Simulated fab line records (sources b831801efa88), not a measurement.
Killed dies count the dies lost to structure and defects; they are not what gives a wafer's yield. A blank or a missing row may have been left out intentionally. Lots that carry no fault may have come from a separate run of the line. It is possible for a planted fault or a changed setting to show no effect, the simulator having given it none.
2 desks looking at one fault + flow sky130 + each desk holds nothing but its own numbers, with what lay behind them at the end

THE METROLOGY DESK
Means of the sampled wafers that have a number, per lot and without regard to the tool the lot ran on: this is what the gauges read. Marked OUT: a lot whose mean sits more than 4 standard deviations from the usual mean, which makes it out of limits; the brackets give that distance.
Columns: A = cdNm at SKY_SD_N_CD_MEAS_07, usual 380.8 nm; B = SD_N_OVL at SKY_SD_N_OVL_MEAS_08, usual -0.3 nm; C = SD_N_TW at SKY_SD_N_TW_MEAS_12, usual 3997; D = SD_N_RS at SKY_SD_N_RS_MEAS_16, usual 68.61 ohm/sq; E = SD_P_RS at SKY_SD_N_RS_MEAS_17, usual 147.1 ohm/sq; F = RES_XHIGH_RS at SKY_SD_N_RS_MEAS_18, usual 333.6 ohm/sq
| lot  | first seen here | A     | B    | C    | D                | E                | F     |
|------|-----------------|-------|------|------|------------------|------------------|-------|
| L236 | day 29 20:55    | 380.9 | -0.4 | 4026 | 68.74            | 147.6            | 334.1 |
| L242 | day 31 13:37    | 383.7 | 1.2  | 4007 | 68.52            | 146.9            | 333.5 |
| L250 | day 33 20:38    | 379.1 | 0.6  | 3987 | 67.90 (-5.9) OUT | 143.4 (-9.5) OUT | 332.8 |
| L253 | day 35 02:15    | 379.3 | 0.1  | 3986 | 68.68            | 147.5            | 333.1 |
| L255 | day 35 09:53    | 380.0 | -1.5 | 3980 | 68.47            | 146.5            | 334.4 |
This desk's result: L250 out of limits, first on L250 (SD_N_RS at SKY_SD_N_RS_MEAS_16), day 33 21:29. Within limits: L236, L242, L253, L255.

AT THE TOOL OWNER'S DESK: rtpAnneal-01
The tool's own readings at SKY_SD_N_RTA_14 (time 2 s): means of the sampled wafers that have a number, for each lot that ran on this tool. Marked OUT: a lot whose mean sits more than 4 standard deviations from the usual mean, which makes it out of limits; the brackets give that distance.
Columns: A = lampPowerPct at SKY_SD_N_RTA_14, usual 15.73 %; B = rampDownCPerS at SKY_SD_N_RTA_14, usual 90.001; C = wafer_temp_C_max at SKY_SD_N_RTA_14, usual 1078.0
| lot  | first seen here | A     | B      | C                 |
|------|-----------------|-------|--------|-------------------|
| L236 | day 29 21:35    | 15.73 | 90.004 | 1078.6            |
| L242 | day 31 14:17    | 15.79 | 89.995 | 1079.0            |
| L250 | day 33 21:16    | 15.80 | 90.014 | 1084.2 (+4.1) OUT |
This desk's finding: out of limits on L250; first on L250, day 33 21:16 (wafer_temp_C_max at SKY_SD_N_RTA_14). Within limits: L236, L242.

PUT TOGETHER
At day 33 21:16, on L250, the tool owner's desk was in a position to raise an alarm.
Metrology desk: alarm possible at day 33 21:29 on L250.
Of the lots named, all ran SKY_SD_N_RTA_14 on rtpAnneal-01.

WHAT THE SIMULATOR HAD PUT IN
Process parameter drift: rtpAnneal-01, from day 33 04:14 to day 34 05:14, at SKY_SD_N_RTA_14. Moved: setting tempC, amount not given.
Struck lots among those shown: L250.
Time in hours from fault onset to the first out-of-limits reading at each desk: tool owner's desk 17, metrology desk 17.
